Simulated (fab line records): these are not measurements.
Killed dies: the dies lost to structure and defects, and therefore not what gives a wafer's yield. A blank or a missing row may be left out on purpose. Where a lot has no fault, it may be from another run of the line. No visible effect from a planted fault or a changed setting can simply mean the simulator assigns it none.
Struck lot and sound lot, side by side || flow sky130 || 15 out of 708 route steps
Sound: the wafers L483.2, L483.3, L483.5. Wafers L500.1, L500.4, L500.6 were the ones struck. The cause is given at the end.
Each step with rows lists, per side, the tool, then ch with its chambers, then its first start. Under that, the readings that differ: sound wafers || struck wafers || difference of the means || sigmas: that difference in standard deviations of wafers without a fault.
alike: words and numbers the same on both sides, and readings whose means are apart by under 2 such deviations; not compared: readings that were withheld, readings missing a value for some wafer, numbers with overlapping values and no deviation given by the record, and bounds like >300 which may hide the same value.
A row with sigmas, a row that says differs or no value, or rows on one side alone: a step with any of these is where the two part. When numbers do not overlap yet have no deviation, they are printed without sigmas and do not part them. A reading missing from all wafers of one side parts the sides only when that side holds two or more wafers.

first, 5 steps without rows for these wafers: SKY_VT_ADJUST_LVTN_COAT_02 (resist thk 3000 nm); SKY_VT_ADJUST_LVTN_SOFTBAKE_03; SKY_VT_ADJUST_LVTN_EXPOSE_04 (exposes mask NWM COMPLEMENT LESS NATIVE, target cd 840 nm); SKY_VT_ADJUST_LVTN_PEB_05; SKY_VT_ADJUST_LVTN_DEVELOP_06 (develop time 60 s).
SKY_VT_ADJUST_LVTN_OVL_MEAS_07:
  sound on overlay-02, day 6 22:11; struck on overlay-02, day 11 14:50
  alike: VT_ADJUST_LVTN_OVL
after that, 1 step had no rows for these wafers: SKY_VT_ADJUST_LVTN_IMPLANT_08.
SKY_VT_ADJUST_LVTN_STRIP_09: strips in O2/N2.
  sound on plasma asher-03 ch 0,1, day 6 22:22; struck on plasma asher-03 ch 0, day 11 15:01
  alike: chamber pressure mTorr, drypump motor current A, oes product au, strip time to endpoint s
  not compared: rf hours counter h
SKY_VT_ADJUST_LVTN_TW_MEAS_10:
  sound on film metro-03, day 6 22:29; struck on film metro-02, day 11 15:07
  alike: VT_ADJUST_LVTN_TW
then, 3 steps without rows for these wafers: SKY_VT_ADJUST_LVTN_DEHYDRATE_11 (time 60 s); SKY_VT_ADJUST_LVTN_HMDS_12 (prime time 60 s); SKY_VT_ADJUST_LVTN_COAT_13 (resist thk 1140 nm).
SKY_VT_ADJUST_LVTN_SOFTBAKE_14: time 60 s.
  sound on litho track-02 ch 0, day 7 08:56; struck on litho track-02 ch 0, day 12 02:46
{"reading": "chill plate temp C (C)", "sound": "23.07 22.99 22.94", "struck": "23.16 23.30 23.07", "difference": "+0.18", "sigmas": "+2"}
{"reading": "heater power total W (W)", "sound": "56.64 56.64 56.57", "struck": "55.32 55.32 55.35", "difference": -1.29, "sigmas": -30}
{"reading": "plate temp C (C)", "sound": "89.89 89.81 89.69", "struck": "88.77 88.72 88.80", "difference": -1.03, "sigmas": -7}
then, 1 step without rows for these wafers: SKY_VT_ADJUST_LVTN_EXPOSE_15 (exposes mask HVN STD DERIVED, target cd 600 nm).
-- record jumps: 38 days separate the struck wafers' starts on either side; left off in module VT_ADJUST_LVTN, taken up again in module PAD_OPEN, whose first shown step is the route's number 708 --
SKY_PAD_OPEN_PROBE_99:
  sound on prober-02, day 46 22:31; struck on prober-01, day 49 23:31
  alike: killed_at_M0_to_M3, killed_at_M4_up, killed at contacts, killed at front end, killed at other, killed dies, killed open, killed short

## WHERE THEY PART
Only at SKY_VT_ADJUST_LVTN_SOFTBAKE_14, as far as this record shows. Later steps at which nothing parts them and some readings are alike: SKY_PAD_OPEN_PROBE_99.

WHY: the cause the simulator had injected
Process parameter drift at SKY_VT_ADJUST_LVTN_SOFTBAKE_14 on litho track-02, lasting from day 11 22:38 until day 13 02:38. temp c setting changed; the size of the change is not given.
